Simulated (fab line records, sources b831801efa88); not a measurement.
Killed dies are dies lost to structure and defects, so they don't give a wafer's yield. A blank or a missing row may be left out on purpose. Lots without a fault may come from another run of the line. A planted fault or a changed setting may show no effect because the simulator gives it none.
Which tool did it? | flow sky130 | 13 lots, 39 wafers sampled, at 4 steps of a route of 708

WHAT THE GAUGES READ, wafer by wafer
SKY_METAL5_RS_MEAS_05: measures by four-point-probe. Usual: METAL5_ALCU_RS 0.0279 ohm/sq, standard deviation 0.00041.
lot  | measured     | on            | METAL5_ALCU_RS (ohm/sq) | flag
L540 | day 42 12:50 | film_metro-03 | 0.0290 0.0289 0.0289    |
L542 | day 43 06:20 | film_metro-02 | 0.0279 0.0278 0.0281    |
L543 | day 43 09:44 | film_metro-04 | 0.0273 0.0276 0.0276    |
L544 | day 43 18:12 | film_metro-04 | 0.0279 0.0277 0.0279    |
L545 | day 44 13:27 | film_metro-02 | 0.0280 0.0281 0.0279    |
L548 | day 45 09:36 | film_metro-02 | 0.0278 0.0276 0.0275    |
L551 | day 46 06:06 | film_metro-03 | 0.0285 0.0281 0.0284    |
L550 | day 46 08:51 | film_metro-04 | 0.0284 0.0281 0.0283    |
L553 | day 46 14:40 | film_metro-04 | 0.0277 0.0276 0.0276    |
L552 | day 46 15:37 | film_metro-04 | 0.0278 0.0280 0.0279    |
L560 | day 48 01:23 | film_metro-04 | 0.0281 0.0281 0.0279    |
L561 | day 48 04:37 | film_metro-02 | 0.0285 0.0283 0.0283    |
L562 | day 48 07:13 | film_metro-02 | 0.0278 0.0287 0.0282    |

WHICH TOOL RAN EACH LOT (tool, then ch and the chambers of the sampled wafers, then the start)
lot  | SKY_LDD_P_STRIP_10                   | SKY_METAL4_SPUTTER_01        | SKY_CAP2M_CVD_00
L540 | plasma_asher-01 ch 0,1, day 18 14:37 | pvd_sputter-04, day 39 08:56 | pecvd-01 ch 0,1,2, day 39 09:04
L542 | plasma_asher-02 ch 0,1, day 19 13:54 | pvd_sputter-04, day 40 04:10 | pecvd-01 ch 0,1, day 40 04:18
L543 | plasma_asher-02 ch 0,1, day 19 16:13 | pvd_sputter-02, day 40 07:07 | pecvd-02 ch 0,1, day 40 07:15
L544 | plasma_asher-01 ch 0,1, day 20 08:52 | pvd_sputter-04, day 40 16:58 | pecvd-01 ch 0,2, day 40 17:05
L545 | plasma_asher-03 ch 0,1, day 21 05:40 | pvd_sputter-04, day 41 12:31 | pecvd-03 ch 0,1,2, day 41 12:38
L548 | plasma_asher-03 ch 0,1, day 22 11:59 | pvd_sputter-02, day 42 10:01 | pecvd-01 ch 0,1,2, day 42 10:10
L551 | plasma_asher-02 ch 0,1, day 23 16:24 | pvd_sputter-04, day 43 08:05 | pecvd-02 ch 0,1,2, day 43 08:13
L550 | plasma_asher-02 ch 0,1, day 23 18:07 | pvd_sputter-01, day 43 11:19 | pecvd-03 ch 0,1, day 43 11:26
L553 | plasma_asher-02 ch 0,1, day 24 08:36 | pvd_sputter-02, day 43 19:23 | pecvd-02 ch 2, day 43 19:31
L552 | plasma_asher-02 ch 0,1, day 24 11:19 | pvd_sputter-01, day 43 20:02 | pecvd-03 ch 0,1,2, day 43 20:10
L560 | plasma_asher-01 ch 0,1, day 26 08:35 | pvd_sputter-02, day 45 09:12 | pecvd-01 ch 1,2, day 45 09:20
L561 | plasma_asher-03 ch 0,1, day 26 14:41 | pvd_sputter-02, day 45 12:48 | pecvd-01 ch 0,1, day 45 12:56
L562 | plasma_asher-01 ch 0,1, day 26 17:16 | pvd_sputter-02, day 45 15:16 | pecvd-03 ch 0,1,2, day 45 15:24
- SKY_LDD_P_STRIP_10: strips in O2/N2.
- SKY_METAL4_SPUTTER_01: material TiN, target thk 20 nm, time 16.7 s.
- SKY_CAP2M_CVD_00: deposits SiO2, target thk 15.5 nm.

WHAT THE TOOLS THEMSELVES READ (means of the sampled wafers that have a number; where no wafer has one, the mark that the record gives instead)
SKY_LDD_P_STRIP_10. Usual: drypump_motor_current_A 6.03 A, standard deviation 0.29; oes_product_au 0.716 a.u., standard deviation 0.0041; strip_time_to_endpoint_s 14.18 s, standard deviation 0.042.
lot  | tool            | drypump_motor_current_A (A) | oes_product_au (a.u.) | strip_time_to_endpoint_s (s) | flag
L540 | plasma_asher-01 | 6.13                        | 0.714                 | 14.14                        |
L542 | plasma_asher-02 | 5.70                        | 0.721                 | 14.20                        |
L543 | plasma_asher-02 | 5.79                        | 0.712                 | 14.19                        |
L544 | plasma_asher-01 | 6.12                        | 0.716                 | 14.21                        |
L545 | plasma_asher-03 | 6.24                        | 0.713                 | 14.21                        |
L548 | plasma_asher-03 | 6.25                        | 0.717                 | 14.17                        |
L551 | plasma_asher-02 | 5.79                        | 0.717                 | 14.24                        |
L550 | plasma_asher-02 | 5.66                        | 0.713                 | 14.19                        |
L553 | plasma_asher-02 | 5.80                        | 0.716                 | 14.14                        |
L552 | plasma_asher-02 | 5.72                        | 0.714                 | 14.14                        |
L560 | plasma_asher-01 | 6.12                        | 0.717                 | 14.13                        |
L561 | plasma_asher-03 | 6.24                        | 0.718                 | 14.20                        |
L562 | plasma_asher-01 | 6.10                        | 0.715                 | 14.14                        |

SKY_METAL4_SPUTTER_01. Usual: throttle_valve_pct 29.8 %, standard deviation 0.87.
lot  | tool           | throttle_valve_pct (%) | flag
L540 | pvd_sputter-04 | 29.4                   |
L542 | pvd_sputter-04 | 29.4                   |
L543 | pvd_sputter-02 | 30.2                   |
L544 | pvd_sputter-04 | 29.3                   |
L545 | pvd_sputter-04 | 29.3                   |
L548 | pvd_sputter-02 | 30.2                   |
L551 | pvd_sputter-04 | 30.0                   |
L550 | pvd_sputter-01 | 29.2                   |
L553 | pvd_sputter-02 | 30.7                   |
L552 | pvd_sputter-01 | 29.9                   |
L560 | pvd_sputter-02 | 29.7                   |
L561 | pvd_sputter-02 | 30.3                   |
L562 | pvd_sputter-02 | 30.0                   |

SKY_CAP2M_CVD_00. Usual: heater_power_w 717 W, standard deviation 130.
lot  | tool     | heater_power_w (W) | flag
L540 | pecvd-01 | 705                |
L542 | pecvd-01 | 854                |
L543 | pecvd-02 | 689                |
L544 | pecvd-01 | 593                |
L545 | pecvd-03 | 749                |
L548 | pecvd-01 | 669                |
L551 | pecvd-02 | 763                |
L550 | pecvd-03 | 725                |
L553 | pecvd-02 | 681                |
L552 | pecvd-03 | 726                |
L560 | pecvd-01 | 870                |
L561 | pecvd-01 | 728                |
L562 | pecvd-03 | 737                |

THE ANSWER, worked out from the rows above alone
Rule: a lot is off if the mean of its wafers that have a number lies more than 3 standard deviations from the usual mean. A lot without any number at a reading at which 4 lots or more have one is off too. The other lots that the step has rows for count as sound. The gauges are gone through in route order, then the tools' own readings, and for those a lot's mean is taken as printed above. The first step at which some lot is off is used, and at that step the reading that is off furthest; a lot without a number counts as furthest.
No lot is off at any reading shown: from this, nothing can be told.

WHAT THE SIMULATOR HAD PUT IN
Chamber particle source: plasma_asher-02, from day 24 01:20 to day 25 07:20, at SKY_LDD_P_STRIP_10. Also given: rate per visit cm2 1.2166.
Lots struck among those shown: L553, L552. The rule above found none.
